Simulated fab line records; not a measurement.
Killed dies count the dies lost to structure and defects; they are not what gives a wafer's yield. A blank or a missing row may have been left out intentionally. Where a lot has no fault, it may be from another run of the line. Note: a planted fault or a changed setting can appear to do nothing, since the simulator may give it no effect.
fab line records	flow sky130	part 2 of 2: steps 43 to 43 of 43
record lots=6	wafers=18	lastDay=49
route steps=708 shown VIA3@585 METAL4@598 CAP2M@603 PAD_OPEN@708
lots with no fault: from the same line, run without faults
startH: start of the lot's first displayed wafer, in hours after the record's first day	waitH: hours elapsed since this lot's preceding step	" the same as in the row above	L1.1+2: a single row standing in for several wafers	- no value, or no start given	* or withheld: withheld	< > ~ a bound
route shown NAME@n: a module of which the file shows steps, and the number in the route of the first	usual: mean/standard deviation taken from wafers without a fault	same: alike in all rows	chamber/n: place in a boat	sites: the reading at each site	_std_site: how widely they spread, as a standard deviation	_edge_site: mean of outer sites minus mean of inner sites	radiusMm: for every site, how far away it sits from the centre of the wafer	mask NAME#n: copy n	behind: the most recent tool/chamber to have shaped the wafer	hold: the reason the lot was held/the length of the hold in hours/how it ended	device: which transistor (n, p or np) failed to switch	end of line: at the end of the route, the tests of the same wafers	where a step has no rows: the recipe by itself	killed: the dies lost at the first sort to structure and to defects; this is not the yield of the wafer	map: a wafer's dies, marking killed ones x, the rest . and places with no die _
set.NAME: the run value of the setting; set.NAME@STEP: its run value at that earlier step	model.NAME: the simulator's own value behind a step, which no gauge read
a table for each step, a row for each wafer; lots at some steps of the route
services: when a tool's chamber went out of use (startH, in hours from the record's first day, below 0 if earlier), for how many hours, and the reason
## steps
# step SKY_PAD_OPEN_PROBE_99
# usual defectLimitedYield=82.1/1.8	killed_at_M0_to_M3=44/6.2	killed_at_M4_up=3.3/1.8	killedAtContacts=25/5.8	killedAtFrontEnd=15/4	killedAtOther=0.3/0.49	killedDies=88/8.8	killedOnRim=17/3.6	killedOpen=48/6.5	killedShort=39/6.3	sort_bin_3_pad_short=0.9/0.41	sort_bin_5_function=10.6/1.4	sort_bin_6_memory=6.4/1.1	sortNPass=404/8.8	sortYieldPct=82.1/1.8
# same grossDies=492	killedAtBackSide=0	sort_bin_4_leakage[%]=0	sort_bin_8_speed[%]=0
lot.wafer	tool	chamber	startH	waitH	defectLimitedYield[%]	killed_at_M0_to_M3	killed_at_M4_up	killedAtContacts	killedAtFrontEnd	killedAtOther	killedDies	killedOnRim	killedOpen	killedShort	sort_bin_3_pad_short[%]	sort_bin_5_function[%]	sort_bin_6_memory[%]	sortNPass	sortYieldPct[%]	model.etest.tester.sortNPass	model.etest.tester.sortYieldPct	model.etest.tester.sort_bin_5_pct	model.etest.tester.sort_bin_6_pct	model.etest.tester.sort_bin_3_pct
L955.2	prober-02	-	1084.16	0.1	79.5	49	8	23	21	0	101	17	47	54	0.8	13.0	6.7	391	79.5	391	79.47	13.01	6.707	0.813
L955.4	prober-02	-	1084.26	0.2	81.9	41	3	24	20	1	89	20	58	31	0.8	10.6	6.7	403	81.9	403	81.91	10.57	6.707	0.813
L955.6	prober-02	-	1084.36	0.2	84.1	45	1	24	8	0	78	15	40	38	0.6	9.6	5.7	414	84.1	414	84.15	9.553	5.691	0.6098
L956.3	prober-02	-	1092.81	0.2	79.1	52	4	28	18	1	103	21	62	41	1.4	11.4	8.1	389	79.1	389	79.06	11.38	8.13	1.423
L956.4	prober-02	-	1092.86	0.2	83.5	35	1	28	17	0	81	14	50	31	0.4	8.1	7.9	411	83.5	411	83.54	8.13	7.927	0.4065
L956.5	prober-02	-	1092.91	0.2	79.7	48	7	27	17	1	100	23	60	40	0.6	11.6	8.1	392	79.7	392	79.67	11.59	8.13	0.6098
L958.2	prober-02	-	1101.48	0.1	80.1	50	6	24	18	0	98	18	50	48	1.2	11.2	7.5	394	80.1	394	80.08	11.18	7.52	1.22
L958.3	prober-02	-	1101.53	0.2	77.4	52	2	35	21	1	111	23	60	51	1.8	14.4	6.3	381	77.4	381	77.44	14.43	6.301	1.829
L958.6	prober-02	-	1101.68	0.2	85.0	38	5	14	15	2	74	17	43	31	1.0	9.8	4.3	418	85.0	418	84.96	9.756	4.268	1.016
L968.3	prober-01	-	1177.23	0.2	62.2	138	7	28	12	1	186	35	50	31	1.6	25.4	10.8	306	62.2	306	62.2	25.41	10.77	1.626
L968.4	prober-01	-	1177.28	0.2	82.9	43	3	20	18	0	84	20	52	32	1.0	8.1	7.9	408	82.9	408	82.93	8.13	7.927	1.016
L968.5	prober-01	-	1177.33	0.2	81.9	43	5	26	15	0	89	19	41	48	1.6	10.0	6.5	403	81.9	403	81.91	9.959	6.504	1.626
L970.1	prober-02	-	1182.67	0.1	82.3	49	2	24	11	1	87	15	48	39	0.2	11.8	5.7	405	82.3	405	82.32	11.79	5.691	0.2033
L970.2	prober-02	-	1182.72	0.1	62.8	139	4	19	20	1	183	37	50	31	2.6	22.2	12.4	309	62.8	309	62.8	22.15	12.4	2.642
L970.6	prober-02	-	1182.92	0.2	83.3	43	3	26	10	0	82	19	42	39	0.2	9.6	6.9	410	83.3	410	83.33	9.553	6.911	0.2033
L972.1	prober-02	-	1185.92	0.1	84.1	44	4	15	15	0	78	16	36	42	0.8	8.5	6.5	414	84.1	414	84.15	8.537	6.504	0.813
L972.5	prober-02	-	1186.12	0.2	81.5	42	7	24	18	0	91	18	47	44	0.6	11.4	6.5	401	81.5	401	81.5	11.38	6.504	0.6098
L972.6	prober-02	-	1186.17	0.2	83.3	37	2	24	19	0	82	11	45	37	0.8	10.0	5.9	410	83.3	410	83.33	9.959	5.894	0.813
# killed by level:class
L955.2 CONTACT:geometricParticle:open=11 VIA1:geometricParticle:open=9 METAL2:geometricParticle:short=8 VIA3:geometricParticle:open=8 FIELD_ISO:geometricParticle:short=7 VIA1:geometricParticle:short=6 METAL3:geometricParticle:short=6 METAL4:geometricParticle:short=5
L955.4 CONTACT:geometricParticle:open=13 VIA1:geometricParticle:open=11 FIELD_ISO:geometricParticle:open=7 LI_CONTACT:geometricParticle:open=6 VIA2:geometricParticle:short=6 VIA2:geometricParticle:open=5 VIA3:geometricParticle:open=5 POLY_GATE:geometricParticle:short=4
L955.6 VIA1:geometricParticle:open=13 LI_CONTACT:geometricParticle:open=6 METAL2:geometricParticle:short=6 LOCAL_INTERCONNECT:geometricParticle:short=6 CONTACT:geometricParticle:open=6 VIA2:geometricParticle:open=6 METAL1:geometricParticle:short=5 CONTACT:geometricParticle:short=4
L956.3 VIA1:geometricParticle:open=13 LI_CONTACT:geometricParticle:open=10 CONTACT:geometricParticle:open=10 METAL1:geometricParticle:short=9 VIA3:geometricParticle:open=8 POLY_GATE:geometricParticle:open=6 VIA2:geometricParticle:open=6 POLY_GATE:geometricParticle:short=4
L956.4 CONTACT:geometricParticle:open=17 LI_CONTACT:geometricParticle:open=7 METAL2:geometricParticle:short=6 VIA2:geometricParticle:open=6 FIELD_ISO:geometricParticle:short=5 FIELD_ISO:geometricParticle:open=5 VIA3:geometricParticle:open=5 POLY_GATE:geometricParticle:short=4
L956.5 CONTACT:geometricParticle:open=17 VIA1:geometricParticle:open=10 VIA2:geometricParticle:open=9 VIA3:geometricParticle:open=7 METAL1:geometricParticle:short=6 FIELD_ISO:geometricParticle:short=4 POLY_GATE:geometricParticle:short=4 METAL4:geometricParticle:short=4
L958.2 CONTACT:geometricParticle:open=9 METAL1:geometricParticle:short=9 VIA1:geometricParticle:open=8 VIA2:geometricParticle:open=7 CONTACT:geometricParticle:short=6 VIA3:geometricParticle:open=6 LI_CONTACT:geometricParticle:open=5 METAL4:geometricParticle:short=5
L958.3 CONTACT:geometricParticle:open=14 VIA1:geometricParticle:short=10 LI_CONTACT:geometricParticle:open=9 VIA1:geometricParticle:open=8 METAL2:geometricParticle:short=8 POLY_GATE:geometricParticle:open=7 METAL1:geometricParticle:short=7 VIA3:geometricParticle:open=7
L958.6 VIA2:geometricParticle:open=7 VIA1:geometricParticle:open=6 LOCAL_INTERCONNECT:geometricParticle:short=5 CONTACT:geometricParticle:open=5 METAL2:geometricParticle:open=5 FIELD_ISO:geometricParticle:open=4 METAL1:geometricParticle:short=4 POLY_GATE:geometricParticle:open=3
L968.3 VIA3:unspecified=105 CONTACT:geometricParticle:open=13 METAL1:geometricParticle:short=6 VIA3:geometricParticle:open=5 LI_CONTACT:geometricParticle:open=5 VIA2:geometricParticle:open=5 METAL2:geometricParticle:short=5 METAL4:geometricParticle:open=4
L968.4 VIA1:geometricParticle:open=15 POLY_GATE:geometricParticle:open=7 CONTACT:geometricParticle:open=7 METAL2:geometricParticle:short=7 CONTACT:geometricParticle:short=6 FIELD_ISO:geometricParticle:open=5 VIA3:geometricParticle:open=4 LI_CONTACT:geometricParticle:open=3
L968.5 VIA1:geometricParticle:open=10 CONTACT:geometricParticle:open=8 METAL2:geometricParticle:short=7 LI_CONTACT:geometricParticle:open=6 LOCAL_INTERCONNECT:geometricParticle:short=6 POLY_GATE:geometricParticle:open=5 METAL4:geometricParticle:short=5 FIELD_ISO:geometricParticle:open=4
L970.1 VIA1:geometricParticle:open=16 CONTACT:geometricParticle:open=9 VIA2:geometricParticle:open=7 METAL1:geometricParticle:short=7 METAL2:geometricParticle:short=6 CONTACT:geometricParticle:short=5 LOCAL_INTERCONNECT:geometricParticle:short=5 POLY_GATE:geometricParticle:short=4
L970.2 VIA3:unspecified=100 CONTACT:geometricParticle:open=8 VIA2:geometricParticle:open=8 VIA3:geometricParticle:open=8 POLY_GATE:geometricParticle:open=7 FIELD_ISO:geometricParticle:open=6 METAL2:geometricParticle:short=6 LI_CONTACT:geometricParticle:open=4
L970.6 LI_CONTACT:geometricParticle:open=10 VIA3:geometricParticle:open=9 CONTACT:geometricParticle:open=7 CONTACT:geometricParticle:short=6 VIA2:geometricParticle:short=5 VIA1:geometricParticle:short=5 METAL1:geometricParticle:short=4 VIA1:geometricParticle:open=4
L972.1 VIA2:geometricParticle:open=8 VIA1:geometricParticle:open=8 METAL1:geometricParticle:short=7 METAL2:geometricParticle:short=6 VIA3:geometricParticle:open=6 FIELD_ISO:geometricParticle:short=5 CONTACT:geometricParticle:open=4 LI_CONTACT:geometricParticle:open=4
L972.5 LI_CONTACT:geometricParticle:open=10 VIA1:geometricParticle:open=9 LOCAL_INTERCONNECT:geometricParticle:short=7 VIA2:geometricParticle:open=7 METAL2:geometricParticle:short=6 METAL4:geometricParticle:short=6 CONTACT:geometricParticle:open=5 POLY_GATE:geometricParticle:short=5
L972.6 VIA1:geometricParticle:open=10 LI_CONTACT:geometricParticle:open=7 CONTACT:geometricParticle:short=7 POLY_GATE:geometricParticle:open=6 FIELD_ISO:geometricParticle:short=5 METAL2:geometricParticle:short=5 CONTACT:geometricParticle:open=5 VIA1:geometricParticle:short=5
# map L968.3 (x killed, . not)
__________xx....xx.._________
________xx..x.x.xx.x.._______
______.x.x......xx..x..._____
_____xxxx...x.x.x....x.x.____
____xxxxx....x....xx...x..___
___....x....x..x...x.x.xx.x__
__..x...xxx.x..x...xx.xx...x_
_.......x.x.xx....xxx.x......
_x.xxx..x.xxxxx..x...x.xxxxxx
_xx....x...x.....xx.x.x.....x
_......xx......x..x........xx
_.x....x.x..x.xxx..xx.x......
_.x.xxxx.xx...xx..xx.x.......
_x.xxx..x...x...x.x...x..x.xx
_.x.......x.xx.xx.xxx......x.
__......x..x........x.xx.xx._
___xx..xxxx...x....x..x.xx.__
____...xx.x.xxxx.xx.x...xx___
_____x...x...x...xxx..x..____
______...xx.x....x......_____
________.x...x...xx..x_______
__________..xx......_________
# map L970.2 (x killed, . not)
__________x.x.xxx.x._________
________x..xxx.xxx..xx_______
______..x.......xx....x._____
_____xx.x....xx...x......____
____..xx.........x...x...x___
___x.......xx..x...xx.x....__
__...xx.x.xxx.x.xxxxxx..x.x._
_...xxxx.xx..x.x...x...x.xx.x
_...x...xx.x..x.x.xx.x..x.x..
_xx.x.x.x..x.....xx.xxxx..xxx
_......x.xx.x....xxxx...xxx.x
_.xx.....xx.x..x...xx........
_.xx.xx....x..x...xx....x.x.x
_x.........x.x..x.x.....x....
_.x.xx.....xx..xx.x.xx......x
__...x.......xx............x_
___x.xxx.....x.x.xx.x.xx...__
____xx.......xxx.x...xxx..___
_____x.xx..x....x...x.x.x____
______...x...x...xx..x.x_____
________x....x........_______
__________x...x..x.x_________
## services
tool	chamber	startH	hours	kind
cmp-02	-	917.88	1.2	repair
rieDiel-02	-	917.93	14.6	pm
rieDiel-01	3	921.23	12.1	repair
pvdSputter-03	-	923.17	8.9	repair
rieDiel-03	0	930.60	1.7	repair
cmp-01	-	935.19	0.8	repair
rieDiel-02	-	938.85	0.2	repair
rieMetal-04	-	939.14	1.5	repair
pvdSputter-02	-	940.01	12.7	repair
pvdSputter-04	-	942.93	7.2	repair
rieDiel-03	1	945.73	10.0	repair
rieDiel-01	3	949.73	12.9	repair
rieDiel-01	0	952.17	4.7	repair
cmp-02	-	954.66	7.7	pm
rieMetal-02	0	959.34	4.4	repair
rieDiel-03	3	963.21	5.3	repair
rieDiel-03	3	991.82	21.3	repair
rieDiel-03	2	993.41	4.7	repair
pvdSputter-04	-	999.38	3.8	repair
rieDiel-02	2	1007.17	10.1	repair
cmp-01	-	1008.04	2.3	repair
cmp-01	-	1014.07	1.4	repair
pvdSputter-03	-	1016.93	3.4	repair
cmp-01	-	1042.95	0.6	repair
## key
firstSign step=SKY_PAD_OPEN_PROBE_99	reading=killed_at_M0_to_M3	direction=up	sigmas=15	usual=44	struck=138
effect step=SKY_PAD_OPEN_PROBE_99	reading=killedDies	direction=up	sigmas=11	usual=88	struck=184
modelEffect step=SKY_PAD_OPEN_PROBE_99	value=etest.tester.sortNPass	without=398	struck=307.5
metAt SKY_VIA3_CMP_24
struckWafers L968.3,L970.2
onsetBetween 958.65 1050.58
fault kind=chamberParticleSource	tool=cmp-01	chamber=1	onsetH=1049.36	steps=SKY_VIA3_CMP_24	ratePerVisitCm2=0.53719	endH=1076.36
